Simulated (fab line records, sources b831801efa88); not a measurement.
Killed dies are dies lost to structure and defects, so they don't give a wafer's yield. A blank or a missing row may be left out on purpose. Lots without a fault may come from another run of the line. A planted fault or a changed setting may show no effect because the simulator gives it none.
Chamber matching | flow sky130 | SKY_FIELD_ISO_CMP_27 on cmp-02: 4 sister chambers
The step polishes, stops on Si3N4, t overpolish 16 s, target thk 457.8 nm. 8 wafers are shown with their chamber, then 9 later ones without.

WAFERS WITH THEIR CHAMBER
wafer  | chamber | motor_current_A (A) | time_to_endpoint_s (s)
L232.1 | 2       | 12.5                | 107
L233.1 | 1       | 13.7                | 111
L233.5 | 3       | 10.1                | 123
L235.1 | 1       | 13.3                | 107
L235.6 | 2       | 12.1                | 101
L241.3 | 3       | 10.4                | 111
L241.4 | 0       | 11.9                | 107
L241.6 | 0       | 12.1                | 110

WAFERS WITHOUT THEIR CHAMBER
wafer  | motor_current_A (A) | time_to_endpoint_s (s)
L242.1 | 10.5                | 114
L242.2 | 12.6                | 113
L242.4 | 11.7                | 104
L245.1 | 10.6                | 114
L245.4 | 12.2                | 97
L245.5 | 10.7                | 111
L249.2 | 10.5                | 117
L249.3 | 12.7                | 106
L249.6 | 12.3                | 103

WHICH CHAMBER EACH WENT THROUGH
wafer  | from the rows above          | in truth
L242.1 | 3                            | 3
L242.2 | can't be placed: 2 or 0 or 1 | 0
L242.4 | can't be placed: 0 or 2      | 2
L245.1 | 3                            | 3
L245.4 | can't be placed: 2 or 0      | 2
L245.5 | 3                            | 3
L249.2 | 3                            | 3
L249.3 | can't be placed: 2 or 0 or 1 | 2
L249.6 | can't be placed: 2 or 0      | 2
Placed correctly: 4 of 9. Can't be placed from these rows: 5 (the true chamber is among the candidates in 5). Placed wrongly: 0.
How it was worked out, from the rows above alone: a wafer's distance from a chamber is the root of the sum, over the readings, of the square of ((its reading less the chamber's mean) divided by the reading's scatter). The wafer belongs to the nearest chamber; if the next one is less than 2 further off, it can't be placed. A chamber's mean is the mean of its shown wafers. The scatter: the root of (the sum of the squares of (reading less its chamber's mean) over the shown wafers, divided by (wafers less chambers)).
